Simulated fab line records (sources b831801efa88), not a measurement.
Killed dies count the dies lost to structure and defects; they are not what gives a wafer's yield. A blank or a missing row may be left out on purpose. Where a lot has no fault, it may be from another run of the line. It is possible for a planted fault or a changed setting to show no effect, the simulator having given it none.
Which tool did it? -- flow gf180mcu -- 11 lots, 33 wafers sampled, at 4 steps of a route of 602

WHAT THE GAUGES SHOWED, per wafer
GF_TOP_METAL_CD_MEAS_14: target cd 440 nm.
lot,measured,on,cd_nm (nm)
L450,day 28 00:16,cd_sem-01,439.5 441.9 442.5
L451,day 28 08:36,cd_sem-02,444.7 440.6 441.8
L453,day 29 00:09,cd_sem-01,444.1 444.7 441.4
L459,day 30 16:07,cd_sem-02,471.0 471.7 473.5
L460,day 31 02:47,cd_sem-01,465.8 465.8 466.1
L465,day 32 07:16,cd_sem-01,437.9 437.8 436.7
L467,day 32 18:13,cd_sem-01,440.1 441.9 442.7
L468,day 33 05:51,cd_sem-02,438.8 441.9 437.7
L471,day 33 18:01,cd_sem-01,439.0 438.3 437.6
L472,day 33 23:37,cd_sem-01,441.4 440.5 439.4
L473,day 34 05:36,cd_sem-01,440.6 441.6 439.5

WHICH TOOL RAN EACH LOT (tool, then ch and the chambers of the sampled wafers, then the start)
lot,GF_V4_CMP_26,GF_MIM_SPUTTER_09,GF_TOP_METAL_COAT_09
L450,"cmp-02 ch 0,1,3, day 24 08:28","pvd_sputter-01, day 24 09:00","litho_track-04 ch 0, day 27 14:20"
L451,"cmp-02 ch 1,2,3, day 24 17:17","pvd_sputter-03, day 24 17:52","litho_track-04 ch 0, day 27 22:49"
L453,"cmp-02 ch 1,2,3, day 25 10:28","pvd_sputter-01, day 25 11:03","litho_track-02 ch 0, day 28 14:34"
L459,"cmp-02 ch 0,1,3, day 27 07:25","pvd_sputter-03, day 27 08:05","litho_track-02 ch 0, day 30 07:34"
L460,"cmp-01 ch 0,2, day 27 18:19","pvd_sputter-01, day 27 18:56","litho_track-02 ch 0, day 30 17:07"
L465,"cmp-01 ch 0,2,3, day 29 04:25","pvd_sputter-02, day 29 05:02","litho_track-04 ch 0, day 31 23:31"
L467,"cmp-02 ch 1,3, day 29 15:58","pvd_sputter-02, day 29 16:36","litho_track-03 ch 0, day 32 10:00"
L468,"cmp-02 ch 0,3, day 30 06:10","pvd_sputter-02, day 30 06:51","litho_track-04 ch 0, day 32 21:22"
L471,"cmp-01 ch 0,1,2, day 30 22:22","pvd_sputter-03, day 30 23:03","litho_track-02 ch 0, day 33 11:04"
L472,"cmp-02 ch 0,1,3, day 31 03:41","pvd_sputter-02, day 31 04:22","litho_track-03 ch 0, day 33 15:42"
L473,"cmp-02 ch 1,2, day 31 09:29","pvd_sputter-03, day 31 10:10","litho_track-04 ch 0, day 33 22:31"
- GF_V4_CMP_26: polishes, stops on SiO2, t overpolish 15 s, target thk 0 nm.
- GF_MIM_SPUTTER_09: material TiN, target thk 35 nm, time 29.2 s.
- GF_TOP_METAL_COAT_09: resist thk 1500 nm.

THE ANSWER, worked out from the rows above alone
Rule: the lots themselves supply what counts as usual. The widest of any qualifying gaps counts: lots, ordered by their means at a reading, are off when they make up no more than a third of the lots, leave a main group of 4 or more, and stand apart from it by 3 or more times the standard deviation of that group's means. A main group whose means are all the same, to the digits that the tables above print for the reading, isn't used. A lot without any number at a reading at which 4 lots or more have one is off too. All remaining lots with rows at the step are treated as sound.
Off, at GF_TOP_METAL_CD_MEAS_14 on cd_nm: L459, L460. For the main group the mean is 440.5 nm and the standard deviation 1.8.
A tool fits if, at a process step before that reading, it ran every lot that is off, and no sound lot after the first of them. Gauges at GF_TOP_METAL_CD_MEAS_14: tried the same way as those tools. None of those tried fits.

WHAT THE SIMULATOR HAD INSERTED
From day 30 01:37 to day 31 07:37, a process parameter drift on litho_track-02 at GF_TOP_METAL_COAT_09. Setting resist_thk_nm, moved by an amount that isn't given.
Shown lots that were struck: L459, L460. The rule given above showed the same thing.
